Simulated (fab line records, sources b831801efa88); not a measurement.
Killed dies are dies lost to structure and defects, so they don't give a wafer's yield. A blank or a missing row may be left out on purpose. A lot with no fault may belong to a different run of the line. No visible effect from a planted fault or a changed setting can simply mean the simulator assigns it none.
fab line records ; flow gf180mcu
[record] lots = 12; wafers = 36; lastDay = 34
route steps=602 shown V2@398 M3@410
lots with no fault: from the same line, run without faults
startH: start of the lot's first displayed wafer, in hours after the record's first day ; waitH: hours since the lot's step before ; " as in the row above ; L1.1+2: a single row standing in for several wafers ; - value missing, or start not given ; * or withheld: withheld ; < > ~ a bound
route shown NAME@n: NAME is a module with steps in the file, n the number in the route of the first one ; usual: mean/standard deviation of fault-free wafers ; same: alike in all rows ; chamber/n: place in a boat ; sites: each site's reading ; _std_site: how widely they spread, as a standard deviation ; _edge_site: mean of outer sites minus mean of inner sites ; radiusMm: how far each site lies from the wafer's centre ; mask NAME#n: copy n ; behind: the last tool/chamber to shape the wafer ; hold: cause of the lot's hold/its duration in hours/its outcome ; device: names the non-switching transistor (n, p or np) ; end of line: at the end of the route, the tests of the same wafers ; a step with no rows: only its recipe ; killed: at the first sort, the dies lost to defects and structure; wafer yield is something else ; map: a wafer's dies, x killed, . not, _ none there
set.NAME: the run value of the setting; set.NAME@STEP: its run value at that earlier step ; model.NAME: the simulator's own value behind a step, which no gauge read
steps of the route over a sample of lots; a table a step, a row a wafer
services: from which hour (startH, from the record's first day; less than 0 if before it) a tool's chamber was out of use, for how many hours, and why
[[steps]]
[step GF_V2_ETCH_16]
[recipe] chemistry = N2/H2; targetDepthA = withheld; overetchA = withheld; timeS = withheld; target = BARC; ionEnergyEv = 200; sourceW = 500; biasW = 100; pressureMtorr = 30; n2FlowSccm = 100; h2FlowSccm = 200
[usual] drypumpMotorCurrentA = 5.7/0.44; h2FlowSccm = 200.0/0.55; oesProductAu = 0.856/0.0051; throttleValvePct = 13.225/0.009
lot.wafer;tool;chamber;startH;waitH;drypumpMotorCurrentA;h2FlowSccm;oesProductAu;throttleValvePct
L238.3;rieDiel-01;0;470.95;0.0;5.6;201.2;0.851;13.213
L238.4;rieDiel-01;1;470.95;0.0;5.0;200.9;0.846;13.217
L238.6;rieDiel-01;3;470.95;0.0;6.3;200.4;0.854;13.222
L240.1;rieDiel-03;1;486.15;0.0;5.8;200.2;0.859;13.223
L240.5;rieDiel-03;3;486.15;0.0;5.9;199.0;0.867;13.215
L240.6;rieDiel-03;0;486.15;0.0;5.6;200.3;0.856;13.237
L241.1;rieDiel-01;0;505.41;0.0;5.6;200.6;0.857;13.218
L241.2;rieDiel-01;3;505.41;0.0;6.3;200.1;0.856;13.205
L241.4;rieDiel-01;1;505.41;0.0;5.0;199.9;0.840;13.212
L244.1;rieDiel-01;1;527.66;0.0;5.0;199.9;0.862;13.233
L244.3;rieDiel-01;0;527.66;0.0;5.6;200.1;0.857;13.228
L244.5;rieDiel-01;3;527.66;0.0;6.3;199.8;0.862;13.221
L245.1;rieDiel-02;1;533.82;0.0;5.3;200.3;0.855;13.226
L245.5;rieDiel-02;1;533.82;0.0;5.3;199.9;0.859;13.228
L245.6;rieDiel-02;0;533.82;0.0;5.4;199.5;0.859;13.234
L248.2;rieDiel-02;3;557.77;0.0;5.4;200.2;0.850;13.233
L248.4;rieDiel-02;1;557.77;0.0;5.3;199.7;0.852;13.215
L248.5;rieDiel-02;0;557.77;0.0;5.5;200.3;0.855;13.230
L254.1;rieDiel-01;2;619.06;0.0;6.5;199.8;0.853;13.236
L254.3;rieDiel-01;3;619.06;0.0;6.2;199.3;0.861;13.224
L254.5;rieDiel-01;2;619.06;0.0;6.4;200.4;0.860;13.216
L256.2;rieDiel-03;3;632.75;0.0;5.9;200.5;0.856;13.231
L256.3;rieDiel-03;2;632.75;0.0;5.7;200.0;0.860;13.223
L256.5;rieDiel-03;3;632.75;0.0;5.8;201.4;0.858;13.219
L257.2;rieDiel-02;0;635.07;0.0;5.4;199.4;0.851;13.228
L257.4;rieDiel-02;2;635.07;0.0;5.3;200.3;0.854;13.227
L257.5;rieDiel-02;3;635.07;0.0;5.4;201.2;0.855;13.239
L258.1;rieDiel-02;1;641.60;0.0;5.3;200.1;0.857;13.229
L258.2;rieDiel-02;0;641.60;0.0;5.5;199.6;0.861;13.235
L258.3;rieDiel-02;2;641.60;0.0;5.3;200.0;0.857;13.238
L259.3;rieDiel-01;0;645.35;0.0;5.6;199.3;0.860;13.225
L259.4;rieDiel-01;1;645.35;0.0;5.0;199.7;0.856;13.219
L259.5;rieDiel-01;1;645.35;0.0;5.1;198.4;0.858;13.218
L260.2;rieDiel-01;3;655.41;0.0;6.3;199.7;0.851;13.217
L260.3;rieDiel-01;1;655.41;0.0;5.0;200.8;0.854;13.233
L260.4;rieDiel-01;2;655.41;0.0;6.5;199.9;0.850;13.201
[step GF_M3_SPUTTER_01]
[recipe] material = TiN; targetThkNm = 30; powerW = 6500; timeS = 25; chamberPressurePa = 0.4
[usual] throttleValvePct = 30.1/1.1
lot.wafer;tool;chamber;startH;waitH;throttleValvePct
L238.3;pvdSputter-03;-;472.51;0.1;29.7
L238.4;pvdSputter-03;-;472.51;0.1;31.3
L238.6;pvdSputter-03;-;472.51;0.1;29.6
L240.1;pvdSputter-01;-;487.95;0.1;30.0
L240.5;pvdSputter-01;-;487.95;0.1;30.3
L240.6;pvdSputter-01;-;487.95;0.1;30.1
L241.1;pvdSputter-02;-;506.89;0.1;30.5
L241.2;pvdSputter-02;-;506.89;0.1;27.1
L241.4;pvdSputter-02;-;506.89;0.1;31.5
L244.1;pvdSputter-02;-;529.11;0.1;29.9
L244.3;pvdSputter-02;-;529.11;0.1;30.5
L244.5;pvdSputter-02;-;529.11;0.1;31.9
L245.1;pvdSputter-01;-;535.28;0.1;30.2
L245.5;pvdSputter-01;-;535.28;0.1;30.2
L245.6;pvdSputter-01;-;535.28;0.1;30.0
L248.2;pvdSputter-01;-;559.23;0.1;31.2
L248.4;pvdSputter-01;-;559.23;0.1;29.7
L248.5;pvdSputter-01;-;559.23;0.1;29.6
L254.1;pvdSputter-03;-;620.54;0.1;29.3
L254.3;pvdSputter-03;-;620.54;0.1;29.7
L254.5;pvdSputter-03;-;620.54;0.1;29.8
L256.2;pvdSputter-02;-;634.20;0.1;30.4
L256.3;pvdSputter-02;-;634.20;0.1;27.1
L256.5;pvdSputter-02;-;634.20;0.1;30.0
L257.2;pvdSputter-03;-;636.54;0.1;31.3
L257.4;pvdSputter-03;-;636.54;0.1;29.6
L257.5;pvdSputter-03;-;636.54;0.1;29.8
L258.1;pvdSputter-03;-;643.05;0.1;31.5
L258.2;pvdSputter-03;-;643.05;0.1;29.5
L258.3;pvdSputter-03;-;643.05;0.1;28.9
L259.3;pvdSputter-03;-;646.80;0.1;29.2
L259.4;pvdSputter-03;-;646.80;0.1;29.3
L259.5;pvdSputter-03;-;646.80;0.1;29.9
L260.2;pvdSputter-03;-;656.89;0.1;29.2
L260.3;pvdSputter-03;-;656.89;0.1;31.3
L260.4;pvdSputter-03;-;656.89;0.1;29.7
[step GF_M3_SPUTTER_04]
[recipe] material = TiN; targetThkNm = 50; powerW = 6500; timeS = 41.7; chamberPressurePa = 0.4
[usual] throttleValvePct = 30.1/1.1
lot.wafer;tool;chamber;startH;waitH;throttleValvePct
L238.3;pvdSputter-03;-;472.59;0.0;29.6
L238.4;pvdSputter-03;-;472.59;0.0;31.5
L238.6;pvdSputter-03;-;472.59;0.0;29.6
L240.1;pvdSputter-01;-;488.03;0.0;30.2
L240.5;pvdSputter-01;-;488.03;0.0;30.0
L240.6;pvdSputter-01;-;488.03;0.0;30.0
L241.1;pvdSputter-02;-;506.97;0.0;30.3
L241.2;pvdSputter-02;-;506.97;0.0;27.1
L241.4;pvdSputter-02;-;506.97;0.0;31.7
L244.1;pvdSputter-02;-;529.19;0.0;30.0
L244.3;pvdSputter-02;-;529.19;0.0;30.4
L244.5;pvdSputter-02;-;529.19;0.0;31.8
L245.1;pvdSputter-01;-;535.36;0.0;30.2
L245.5;pvdSputter-01;-;535.36;0.0;30.2
L245.6;pvdSputter-01;-;535.36;0.0;30.4
L248.2;pvdSputter-01;-;559.31;0.0;31.3
L248.4;pvdSputter-01;-;559.31;0.0;29.5
L248.5;pvdSputter-01;-;559.31;0.0;29.8
L254.1;pvdSputter-03;-;620.62;0.0;29.1
L254.3;pvdSputter-03;-;620.62;0.0;29.8
L254.5;pvdSputter-03;-;620.62;0.0;29.4
L256.2;pvdSputter-02;-;634.28;0.0;30.1
L256.3;pvdSputter-02;-;634.28;0.0;27.2
L256.5;pvdSputter-02;-;634.28;0.0;30.5
L257.2;pvdSputter-03;-;636.62;0.0;31.2
L257.4;pvdSputter-03;-;636.62;0.0;29.2
L257.5;pvdSputter-03;-;636.62;0.0;29.4
L258.1;pvdSputter-03;-;643.13;0.0;31.3
L258.2;pvdSputter-03;-;643.13;0.0;29.4
L258.3;pvdSputter-03;-;643.13;0.0;29.1
L259.3;pvdSputter-03;-;646.88;0.0;29.4
L259.4;pvdSputter-03;-;646.88;0.0;29.5
L259.5;pvdSputter-03;-;646.88;0.0;29.8
L260.2;pvdSputter-03;-;656.97;0.0;29.0
L260.3;pvdSputter-03;-;656.97;0.0;31.3
L260.4;pvdSputter-03;-;656.97;0.0;29.8
[step GF_M3_RS_MEAS_05]
[recipe] thkMeasGauge = four-point-probe; reads = TiN_of_M3_SPUTTER_04+Ti_of_M3_SPUTTER_03+AlCu_of_M3_SPUTTER_02+TiN_of_M3_SPUTTER_01+Ti_of_M3_SPUTTER_00
[usual] M3_ALCU_RS = 0.0696/0.00077
lot.wafer;tool;chamber;startH;waitH;M3_ALCU_RS[ohm/sq]
L238.3;filmMetro-04;-;472.67;0.1;0.0693
L238.4;filmMetro-04;-;472.67;0.1;0.0692
L238.6;filmMetro-04;-;472.67;0.1;0.0683
L240.1;filmMetro-02;-;488.07;0.0;0.0698
L240.5;filmMetro-02;-;488.07;0.0;0.0693
L240.6;filmMetro-02;-;488.07;0.0;0.0699
L241.1;filmMetro-02;-;507.01;0.0;0.0695
L241.2;filmMetro-02;-;507.01;0.0;0.0692
L241.4;filmMetro-02;-;507.01;0.0;0.0681
L244.1;filmMetro-04;-;529.23;0.0;0.0702
L244.3;filmMetro-04;-;529.23;0.0;0.0704
L244.5;filmMetro-04;-;529.23;0.0;0.0696
L245.1;filmMetro-02;-;535.40;0.0;0.0687
L245.5;filmMetro-02;-;535.40;0.0;0.0688
L245.6;filmMetro-02;-;535.40;0.0;0.0683
L248.2;filmMetro-02;-;559.37;0.0;0.0703
L248.4;filmMetro-02;-;559.37;0.0;0.0700
L248.5;filmMetro-02;-;559.37;0.0;0.0701
L254.1;filmMetro-04;-;620.66;0.0;0.0707
L254.3;filmMetro-04;-;620.66;0.0;0.0709
L254.5;filmMetro-04;-;620.66;0.0;0.0709
L256.2;filmMetro-02;-;634.34;0.0;0.0697
L256.3;filmMetro-02;-;634.34;0.0;0.0692
L256.5;filmMetro-02;-;634.34;0.0;0.0697
L257.2;filmMetro-03;-;636.68;0.0;0.0708
L257.4;filmMetro-03;-;636.68;0.0;0.0702
L257.5;filmMetro-03;-;636.68;0.0;0.0703
L258.1;filmMetro-02;-;643.18;0.0;0.0685
L258.2;filmMetro-02;-;643.18;0.0;0.0677
L258.3;filmMetro-02;-;643.18;0.0;0.0679
L259.3;filmMetro-03;-;646.96;0.1;0.0703
L259.4;filmMetro-03;-;646.96;0.1;0.0702
L259.5;filmMetro-03;-;646.96;0.1;0.0703
L260.2;filmMetro-02;-;657.03;0.0;0.0701
L260.3;filmMetro-02;-;657.03;0.0;0.0708
L260.4;filmMetro-02;-;657.03;0.0;0.0700
[step GF_M3_THK_MEAS_06]
[recipe] thkMeasGauge = xrf; reads = AlCu_of_M3_SPUTTER_02
[usual] M3_ALCU_THK = 456/5.3
lot.wafer;tool;chamber;startH;waitH;M3_ALCU_THK[nm]
L238.3;filmMetro-04;-;472.77;0.1;458
L238.4;filmMetro-04;-;472.77;0.1;459
L238.6;filmMetro-04;-;472.77;0.1;464
L240.1;filmMetro-02;-;488.19;0.1;450
L240.5;filmMetro-02;-;488.19;0.1;456
L240.6;filmMetro-02;-;488.19;0.1;450
L241.1;filmMetro-02;-;507.13;0.1;454
L241.2;filmMetro-02;-;507.13;0.1;455
L241.4;filmMetro-02;-;507.13;0.1;461
L244.1;filmMetro-04;-;529.35;0.1;451
L244.3;filmMetro-04;-;529.35;0.1;452
L244.5;filmMetro-04;-;529.35;0.1;458
L245.1;filmMetro-02;-;535.52;0.1;458
L245.5;filmMetro-02;-;535.52;0.1;458
L245.6;filmMetro-02;-;535.52;0.1;461
L248.2;filmMetro-02;-;559.48;0.1;474
L248.4;filmMetro-02;-;559.48;0.1;452
L248.5;filmMetro-02;-;559.48;0.1;453
L254.1;filmMetro-04;-;620.78;0.1;450
L254.3;filmMetro-04;-;620.78;0.1;451
L254.5;filmMetro-04;-;620.78;0.1;451
L256.2;filmMetro-02;-;634.45;0.1;455
L256.3;filmMetro-02;-;634.45;0.1;456
L256.5;filmMetro-02;-;634.45;0.1;452
L257.2;filmMetro-03;-;636.79;0.1;444
L257.4;filmMetro-03;-;636.79;0.1;450
L257.5;filmMetro-03;-;636.79;0.1;448
L258.1;filmMetro-02;-;643.30;0.1;462
L258.2;filmMetro-02;-;643.30;0.1;468
L258.3;filmMetro-02;-;643.30;0.1;468
L259.3;filmMetro-03;-;647.06;0.1;449
L259.4;filmMetro-03;-;647.06;0.1;450
L259.5;filmMetro-03;-;647.06;0.1;449
L260.2;filmMetro-02;-;657.14;0.1;451
L260.3;filmMetro-02;-;657.14;0.1;447
L260.4;filmMetro-02;-;657.14;0.1;454
[[services]]
tool;chamber;startH;hours;kind
rieDiel-01;-;457.25;0.6;repair
rieDiel-01;3;457.83;3.0;repair
rieDiel-03;0;473.85;7.9;repair
rieDiel-01;2;484.02;-;clean
rieDiel-01;2;484.02;15.7;scheduledDown
rieDiel-01;2;484.02;15.7;ventCycle
rieDiel-02;2;501.31;7.0;repair
rieDiel-02;0;508.96;6.9;repair
pvdSputter-02;1;518.32;-;consumableReplace:kit
pvdSputter-02;-;553.83;7.9;repair
pvdSputter-02;-;555.99;1.7;repair
rieDiel-03;3;564.92;14.2;repair
rieDiel-03;-;566.63;1.4;repair
pvdSputter-01;-;571.19;80.4;repair
rieDiel-03;2;578.34;12.4;repair
pvdSputter-03;-;600.12;2.1;repair
rieDiel-02;-;602.21;0.2;repair
rieDiel-02;-;623.60;0.3;repair
rieDiel-03;3;633.03;6.8;repair
pvdSputter-01;-;638.99;6.8;repair
rieDiel-01;1;640.47;4.2;repair
pvdSputter-03;3;645.89;-;consumableReplace:kit
pvdSputter-03;3;645.89;18.0;scheduledDown
pvdSputter-03;3;645.89;18.0;ventCycle
[[key]]
[firstSign] step = GF_M3_THK_MEAS_06; reading = M3_ALCU_THK; direction = up; sigmas = 3.4; usual = 456; struck = 474
effect none on later readings
metAt GF_M3_SPUTTER_04
struckLots L248
struckWafers L248.2
notActingAt GF_V2_ETCH_16,GF_M3_SPUTTER_01,GF_M3_RS_MEAS_05
onsetBetween 535.36 559.31
[fault] kind = processParameterDrift; tool = pvdSputter-01; chamber = -; onsetH = 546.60; steps = GF_M3_SPUTTER_04; channel = targetThkNm; offset = -23.902; shape = step; endH = 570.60; scope = struckWafersOnly; actsIn = theseRecipesOnly; stated = 50
